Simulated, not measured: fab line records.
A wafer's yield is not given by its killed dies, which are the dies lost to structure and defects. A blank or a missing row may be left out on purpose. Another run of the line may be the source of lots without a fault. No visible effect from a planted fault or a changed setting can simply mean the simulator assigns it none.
What tool caused it? | flow gf180mcu | 33 wafers from 11 lots sampled at 6 of the route's 602 steps

== WHAT EACH GAUGE READ, for each wafer ==
GF_V2_CD_MEAS_14 targets a cd of 260 nm.
lot  | measured     | on        | cd-nm (nm)
L790 | day 20 20:50 | cd-sem-02 | 260.6 260.7 260.1
L791 | day 21 07:14 | cd-sem-01 | 263.2 262.5 262.3
L795 | day 22 23:18 | cd-sem-01 | 258.3 260.9 259.0
L797 | day 23 12:36 | cd-sem-01 | 258.4 258.7 259.0
L802 | day 25 06:48 | cd-sem-02 | 261.4 261.8 261.1
L804 | day 25 23:22 | cd-sem-01 | 259.0 259.7 259.8
L805 | day 26 08:39 | cd-sem-01 | 258.8 259.5 257.7
L807 | day 26 17:50 | cd-sem-02 | 260.2 261.5 260.0
L808 | day 27 01:32 | cd-sem-01 | 259.1 259.2 259.8
L810 | day 27 18:08 | cd-sem-01 | 260.1 260.3 260.3
L811 | day 28 04:26 | cd-sem-02 | 259.2 259.4 260.1

GF_V3_THK_MEAS_01.
lot  | measured     | on            | V3_CVD_00_THK (nm)
L790 | day 21 22:49 | film-metro-02 | 604 616 599
L791 | day 22 08:43 | film-metro-03 | 616 600 610
L795 | day 24 00:41 | film-metro-03 | 611 610 604
L797 | day 24 13:53 | film-metro-02 | 595 598 595
L802 | day 26 06:40 | film-metro-03 | 605 606 610
L804 | day 26 22:38 | film-metro-01 | 610 609 613
L805 | day 27 07:52 | film-metro-01 | 610 605 611
L807 | day 27 16:17 | film-metro-02 | 604 601 601
L808 | day 28 00:02 | film-metro-02 | 602 606 607
L810 | day 28 15:34 | film-metro-02 | 602 605 602
L811 | day 29 02:08 | film-metro-03 | 602 594 602

GF_M4_RS_MEAS_05: uses a four-point probe to measure.
lot  | measured     | on            | M4_ALCU_RS (ohm/sq)
L790 | day 23 00:19 | film-metro-02 | 0.0706 0.0700 0.0703
L791 | day 23 10:02 | film-metro-02 | 0.0693 0.0706 0.0677
L795 | day 25 00:55 | film-metro-02 | 0.0692 0.0696 0.0690
L797 | day 25 13:23 | film-metro-02 | 0.0698 0.0693 0.0695
L802 | day 27 05:58 | film-metro-02 | 0.0994 0.0991 0.0998
L804 | day 27 21:21 | film-metro-04 | 0.1010 0.1033 0.1013
L805 | day 28 06:07 | film-metro-04 | 0.0698 0.0690 0.0702
L807 | day 28 14:52 | film-metro-02 | 0.0688 0.0686 0.0687
L808 | day 28 22:08 | film-metro-04 | 0.0696 0.0695 0.0689
L810 | day 29 13:38 | film-metro-04 | 0.0723 0.0699 0.0695
L811 | day 29 22:54 | film-metro-02 | 0.0708 0.0708 0.0716

GF_M4_THK_MEAS_06: measures by xrf.
lot  | measured     | on            | M4_ALCU_THK (nm)
L790 | day 23 00:26 | film-metro-02 | 439 442 442
L791 | day 23 10:09 | film-metro-02 | 449 438 458
L795 | day 25 01:02 | film-metro-02 | 447 444 448
L797 | day 25 13:30 | film-metro-02 | 445 447 447
L802 | day 27 06:05 | film-metro-02 | 316 316 313
L804 | day 27 21:27 | film-metro-04 | 309 304 308
L805 | day 28 06:14 | film-metro-04 | 446 452 444
L807 | day 28 14:58 | film-metro-02 | 456 455 455
L808 | day 28 22:14 | film-metro-04 | 448 447 454
L810 | day 29 13:46 | film-metro-04 | 428 443 446
L811 | day 29 23:00 | film-metro-02 | 438 438 432

== WHICH TOOL RAN EACH LOT (tool, then ch and the chambers of the sampled wafers, then the start) ==
lot  | GF_V2_CVD_23                  | GF_M4_SPUTTER_02
L790 | cvd-w-02 ch 0,1, day 20 21:47 | pvd-sputter-02, day 23 00:14
L791 | cvd-w-02 ch 0,1, day 21 08:09 | pvd-sputter-01, day 23 09:56
L795 | cvd-w-02 ch 0,1, day 23 00:13 | pvd-sputter-04, day 25 00:49
L797 | cvd-w-02 ch 1, day 23 13:32   | pvd-sputter-02, day 25 13:17
L802 | cvd-w-02 ch 1, day 25 07:45   | pvd-sputter-02, day 27 05:52
L804 | cvd-w-02 ch 0,1, day 26 00:19 | pvd-sputter-02, day 27 21:13
L805 | cvd-w-02 ch 0,1, day 26 09:37 | pvd-sputter-04, day 28 06:02
L807 | cvd-w-01 ch 0,1, day 26 18:46 | pvd-sputter-01, day 28 14:44
L808 | cvd-w-01 ch 0,1, day 27 02:28 | pvd-sputter-04, day 28 22:01
L810 | cvd-w-02 ch 0,1, day 27 19:05 | pvd-sputter-01, day 29 13:33
L811 | cvd-w-02 ch 0,1, day 28 05:22 | pvd-sputter-04, day 29 22:46
- GF_V2_CVD_23: deposits W, target thk 350 nm, time 104.94 s.
- GF_M4_SPUTTER_02: material AlCu, target thk 450 nm, time 23.9 s.

== WHAT THE TOOLS THEMSELVES READ (means of the sampled wafers that have a number; where no wafer has one, the mark that the record gives instead) ==
GF_V2_CVD_23.
lot  | tool     | heater-power-w (W)
L790 | cvd-w-02 | 950
L791 | cvd-w-02 | 891
L795 | cvd-w-02 | 947
L797 | cvd-w-02 | 839
L802 | cvd-w-02 | 844
L804 | cvd-w-02 | 936
L805 | cvd-w-02 | 947
L807 | cvd-w-01 | 891
L808 | cvd-w-01 | 865
L810 | cvd-w-02 | 902
L811 | cvd-w-02 | 928

GF_M4_SPUTTER_02.
lot  | tool           | throttle-valve-pct (%)
L790 | pvd-sputter-02 | 30.3
L791 | pvd-sputter-01 | 28.8
L795 | pvd-sputter-04 | 30.4
L797 | pvd-sputter-02 | 30.0
L802 | pvd-sputter-02 | 30.9
L804 | pvd-sputter-02 | 30.9
L805 | pvd-sputter-04 | 29.8
L807 | pvd-sputter-01 | 28.9
L808 | pvd-sputter-04 | 30.4
L810 | pvd-sputter-01 | 29.4
L811 | pvd-sputter-04 | 29.8

== THE ANSWER, worked out from the rows above alone ==
Rule: the usual values come from the lots themselves. The widest of any qualifying gaps counts: lots, ordered by their means at a reading, are off when they make up no more than a third of the lots, leave a main group of 4 or more, and stand apart from it by 3 or more times the standard deviation of that group's means. A main group is skipped when, at the precision printed for the reading in the tables above, its means are all equal. Also off: a lot with no number at a reading for which 4 or more lots have one. Where the step has rows for the other lots, those lots are counted as sound. First the gauges in route order, then the tools' own readings, where a lot's mean is used as printed above. The first step at which some lot is off is used, and at that step the reading that is off furthest; a lot without a number counts as furthest.
Off: L802, L804, at GF_M4_RS_MEAS_05 (M4_ALCU_RS). For the main group the mean is 0.0697 ohm/sq and the standard deviation 0.00071.
A tool fits if, at a process step before that reading, it ran every lot that is off, and no sound lot after the first of them. Gauges at GF_M4_RS_MEAS_05: tried the same way as those tools. One candidate fits, namely pvd-sputter-02 at GF_M4_SPUTTER_02. Its last sound lot is L797 (day 25 13:17), its first lot that is off L802 (day 27 05:52): a fault that began between those two fits.

== WHAT HAD BEEN PUT IN BY THE SIMULATOR ==
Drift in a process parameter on pvd-sputter-02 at GF_M4_SPUTTER_02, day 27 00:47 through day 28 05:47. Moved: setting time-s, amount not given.
Shown lots that were struck: L802, L804. The rule above found the same.
